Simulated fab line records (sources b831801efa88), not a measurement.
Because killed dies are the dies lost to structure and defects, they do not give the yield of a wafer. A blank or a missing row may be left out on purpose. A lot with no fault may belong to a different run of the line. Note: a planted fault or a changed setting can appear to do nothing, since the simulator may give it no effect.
Which tool is to blame? ; flow gf180mcu ; 12 lots, 36 wafers sampled, at 6 steps of a route of 602

== WHAT THE GAUGES READ, wafer by wafer ==
GF_STI_THK_MEAS_04.
lot;measured;on;STI_CVD_03_THK (nm)
L681;day 1 14:48;film_metro-02;210.1 210.4 211.0
L683;day 1 23:34;film_metro-02;208.0 207.2 207.6
L684;day 2 04:49;film_metro-02;205.4 205.9 206.5
L687;day 2 19:34;film_metro-01;207.8 205.2 207.7
L688;day 3 00:34;film_metro-03;205.9 206.4 206.8
L692;day 3 22:15;film_metro-01;207.2 206.9 208.9
L693;day 4 01:34;film_metro-02;208.2 205.9 207.1
L695;day 4 14:46;film_metro-02;207.7 208.1 207.5
L697;day 5 00:46;film_metro-03;212.4 213.6 211.5
L700;day 5 12:35;film_metro-01;209.3 207.7 209.2
L702;day 6 00:48;film_metro-03;205.9 205.9 205.2
L704;day 6 09:55;film_metro-02;204.5 205.2 206.0

GF_HV_LDD_THK_MEAS_57.
lot;measured;on;HV_LDD_CVD_56_THK (nm)
L681;day 12 12:19;film_metro-01;91.2 92.3 91.3
L683;day 13 01:00;film_metro-01;89.2 89.9 88.8
L684;day 13 09:06;film_metro-03;92.2 91.8 90.8
L687;day 14 09:34;film_metro-04;89.9 90.4 90.5
L688;day 14 21:43;film_metro-03;90.5 90.7 90.1
L692;day 16 14:17;film_metro-01;89.5 88.9 89.8
L693;day 16 18:53;film_metro-04;81.7 82.6 82.3
L695;day 17 05:22;film_metro-04;81.7 81.1 82.0
L697;day 17 21:23;film_metro-04;91.6 90.8 89.5
L700;day 18 21:16;film_metro-03;91.3 90.4 90.6
L702;day 19 23:19;film_metro-03;90.7 91.0 90.2
L704;day 20 11:04;film_metro-04;90.9 91.6 90.8

GF_V1_CD_MEAS_14 targets a cd of 260 nm.
lot;measured;on;cd_nm (nm)
L681;day 18 02:59;cd_sem-02;259.3 259.5 259.8
L683;day 18 17:02;cd_sem-02;261.4 261.2 260.7
L684;day 19 03:27;cd_sem-02;260.6 259.8 259.4
L687;day 20 06:28;cd_sem-02;257.8 259.4 258.5
L688;day 20 21:09;cd_sem-02;261.7 261.9 262.5
L692;day 22 16:15;cd_sem-01;261.5 260.4 261.3
L693;day 22 21:39;cd_sem-02;259.6 259.8 258.5
L695;day 23 07:35;cd_sem-01;260.6 261.0 259.7
L697;day 24 01:11;cd_sem-01;258.4 258.1 257.8
L700;day 24 21:28;cd_sem-01;260.9 260.2 260.6
L702;day 25 22:28;cd_sem-01;258.6 258.8 258.9
L704;day 26 08:07;cd_sem-01;259.6 258.6 260.2

== TOOL THAT RAN EACH LOT (tool first, then ch and the chambers of the sampled wafers, then the start) ==
lot;GF_HV_LDD_CVD_56;GF_HV_LDD_ETCHBACK_58;GF_M1_SPUTTER_01
L681;lpcvd-02 ch 0, day 12 10:53;rie_diel-02 ch 0,1,2, day 12 12:22;pvd_sputter-01, day 16 03:38
L683;lpcvd-02 ch 0, day 12 23:34;rie_diel-03 ch 0,1,2, day 13 01:04;pvd_sputter-02, day 16 17:56
L684;lpcvd-02 ch 0, day 13 07:40;rie_diel-04 ch 1,2,3, day 13 09:10;pvd_sputter-03, day 17 03:38
L687;lpcvd-01 ch 1, day 14 07:25;rie_diel-04 ch 0,1, day 14 09:37;pvd_sputter-01, day 18 04:43
L688;lpcvd-01 ch 1, day 14 20:17;rie_diel-04 ch 0,3, day 14 21:46;pvd_sputter-02, day 18 19:08
L692;lpcvd-01 ch 0, day 16 12:50;rie_diel-04 ch 0,1,2, day 16 14:20;pvd_sputter-03, day 20 16:19
L693;lpcvd-01 ch 0, day 16 17:26;rie_diel-03 ch 0,1, day 16 18:56;pvd_sputter-01, day 20 21:07
L695;lpcvd-01 ch 0, day 17 03:56;rie_diel-02 ch 1,2, day 17 05:26;pvd_sputter-02, day 21 07:25
L697;lpcvd-02 ch 1, day 17 19:56;rie_diel-02 ch 0,3, day 17 21:26;pvd_sputter-02, day 22 01:49
L700;lpcvd-02 ch 0, day 18 19:49;rie_diel-04 ch 0,1, day 18 21:18;pvd_sputter-03, day 23 00:22
L702;lpcvd-01 ch 0, day 19 21:52;rie_diel-04 ch 0,2,3, day 19 23:22;pvd_sputter-03, day 24 01:25
L704;lpcvd-02 ch 1, day 20 09:37;rie_diel-03 ch 0,2, day 20 11:06;pvd_sputter-02, day 24 11:48
- GF_HV_LDD_CVD_56: deposits Si3N4 from DCS/NH3, target thk 90 nm, time 1543 s.
- GF_HV_LDD_ETCHBACK_58: etches Si3N4 in CH3F/O2, stops on SiO2, time 100 s, target depth 90 nm.
- GF_M1_SPUTTER_01: material TiN, target thk 30 nm, time 25 s.

== AS READ BY THE TOOLS THEMSELVES (means over the sampled wafers that have a number; for cases with no such wafer, the mark the record gives instead) ==
GF_HV_LDD_CVD_56.
lot;tool;pressure_mtorr (mTorr);spike_tc_centre_C (C);susceptor_temp_C (C)
L681;lpcvd-02;249.5;770.5;770.21
L683;lpcvd-02;250.7;769.7;770.13
L684;lpcvd-02;249.8;770.3;769.94
L687;lpcvd-01;250.4;772.6;769.97
L688;lpcvd-01;250.5;772.1;770.30
L692;lpcvd-01;250.2;771.2;769.86
L693;lpcvd-01;250.0;771.7;-
L695;lpcvd-01;249.5;771.1;-
L697;lpcvd-02;249.8;771.5;769.96
L700;lpcvd-02;249.5;769.8;769.66
L702;lpcvd-01;249.3;771.1;770.19
L704;lpcvd-02;249.8;772.4;770.34

GF_HV_LDD_ETCHBACK_58.
lot;tool;ch3f_flow_sccm (sccm);drypump_motor_current_A (A);oes_product_au (a.u.);throttle_valve_pct (%)
L681;rie_diel-02;40.12;5.3;0.850;10.562
L683;rie_diel-03;40.04;5.5;0.840;10.565
L684;rie_diel-04;39.87;5.6;0.854;10.559
L687;rie_diel-04;39.96;5.4;0.841;10.561
L688;rie_diel-04;39.97;5.4;0.848;10.558
L692;rie_diel-04;40.01;5.5;0.842;10.561
L693;rie_diel-03;39.98;5.6;0.808;10.558
L695;rie_diel-02;39.90;5.4;0.803;10.548
L697;rie_diel-02;40.11;5.5;0.844;10.557
L700;rie_diel-04;40.03;5.4;0.849;10.563
L702;rie_diel-04;40.08;5.6;0.841;10.559
L704;rie_diel-03;39.97;5.8;0.851;10.562

GF_M1_SPUTTER_01.
lot;tool;throttle_valve_pct (%)
L681;pvd_sputter-01;28.7
L683;pvd_sputter-02;30.1
L684;pvd_sputter-03;29.7
L687;pvd_sputter-01;28.8
L688;pvd_sputter-02;30.7
L692;pvd_sputter-03;29.6
L693;pvd_sputter-01;29.8
L695;pvd_sputter-02;31.3
L697;pvd_sputter-02;29.9
L700;pvd_sputter-03;30.4
L702;pvd_sputter-03;30.5
L704;pvd_sputter-02;30.9

== THE ANSWER, worked out from the rows above alone ==
Rule: what is usual is taken from the lots themselves. The widest of any qualifying gaps counts: lots, ordered by their means at a reading, are off when they make up no more than a third of the lots, leave a main group of 4 or more, and stand apart from it by 3 or more times the standard deviation of that group's means. The tables above print the reading to a certain number of digits; a main group whose means all agree to those digits is not used. A lot without any number at a reading at which 4 lots or more have one is off too. Where the step has rows for the other lots, those lots are counted as sound. First the gauges in route order, then the tools' own readings, where a lot's mean is used as printed above. The first step at which some lot is off is used, and at that step the reading that is off furthest; a lot without a number counts as furthest.
Off: at GF_HV_LDD_THK_MEAS_57 (HV_LDD_CVD_56_THK), L693, L695. For the main group the mean is 90.6 nm and the standard deviation 0.74.
A tool fits if, at a process step before that reading, it ran every lot that is off, and no sound lot after the first of them. The gauges at GF_HV_LDD_THK_MEAS_57 aren't tried: what is off there is off at GF_HV_LDD_CVD_56 too, on other tools, and a gauge's error can't cause that. Not one of the candidates tried fits.

== WHAT HAD BEEN PUT IN BY THE SIMULATOR ==
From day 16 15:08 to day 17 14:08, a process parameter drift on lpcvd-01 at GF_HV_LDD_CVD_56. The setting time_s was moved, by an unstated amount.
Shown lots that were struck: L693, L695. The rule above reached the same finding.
